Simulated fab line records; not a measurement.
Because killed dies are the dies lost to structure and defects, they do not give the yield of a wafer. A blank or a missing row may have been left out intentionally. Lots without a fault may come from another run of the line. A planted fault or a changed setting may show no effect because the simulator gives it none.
Which tool is to blame? | flow gf180mcu | 6 lots with 18 wafers sampled at 2 steps, on a route of 602 steps

== WHAT THE GAUGES SHOWED, per wafer ==
GF_STI_CD_MEAS_12: the cd target is 220 nm.
lot  | measured    | on        | cd_nm (nm)
L926 | day 2 22:53 | cd_sem-02 | 221.1 222.1 220.9
L929 | day 3 14:11 | cd_sem-01 | 221.3 220.7 220.8
L932 | day 4 05:43 | cd_sem-01 | 222.3 221.6 222.0
L935 | day 4 22:07 | cd_sem-02 | 221.3 220.6 222.0
L940 | day 5 21:58 | cd_sem-02 | 173.9 173.5 174.8 174.4 173.5 174.9
L944 | day 6 20:00 | cd_sem-02 | 220.6 220.5 221.9

== WHAT TOOL EACH LOT RAN ON (gives the tool, then ch and the chambers of the sampled wafers, and finally the start) ==
lot  | GF_STI_EXPOSE_09
L926 | krf_scanner-01 ch 0, day 2 16:13
L929 | krf_scanner-01 ch 0, day 3 07:02
L932 | krf_scanner-01 ch 0, day 3 23:11
L935 | krf_scanner-01 ch 0, day 4 14:23
L940 | krf_scanner-01 ch 0, day 5 15:17
L944 | krf_scanner-01 ch 0, day 6 12:52
- GF_STI_EXPOSE_09: exposes mask COMP, target cd 220 nm.

== THE ANSWER, worked out from the rows above alone ==
Rule: usual is defined by the lots themselves. Put in order of their means at a reading, lots are off if they are a third of the lots or fewer, leave a main group of 4 or more, and stand apart from it by a gap of 3 or more times the standard deviation of the main group's means; of several such gaps the widest counts. A main group is skipped when, at the precision printed for the reading in the tables above, its means are all equal. Also off: a lot with no number at a reading for which 4 or more lots have one. All remaining lots with rows at the step are treated as sound.
Off at GF_STI_CD_MEAS_12 (cd_nm): L940. The main group has a mean of 221.3 nm with a standard deviation of 0.37.
A tool fits if, at a process step before that reading, it ran every lot that is off, and no sound lot after the first of them. Those tools and the gauges at GF_STI_CD_MEAS_12 are tried in the same way. Of those tried, none fits.

== WHAT THE SIMULATOR HAD INSERTED ==
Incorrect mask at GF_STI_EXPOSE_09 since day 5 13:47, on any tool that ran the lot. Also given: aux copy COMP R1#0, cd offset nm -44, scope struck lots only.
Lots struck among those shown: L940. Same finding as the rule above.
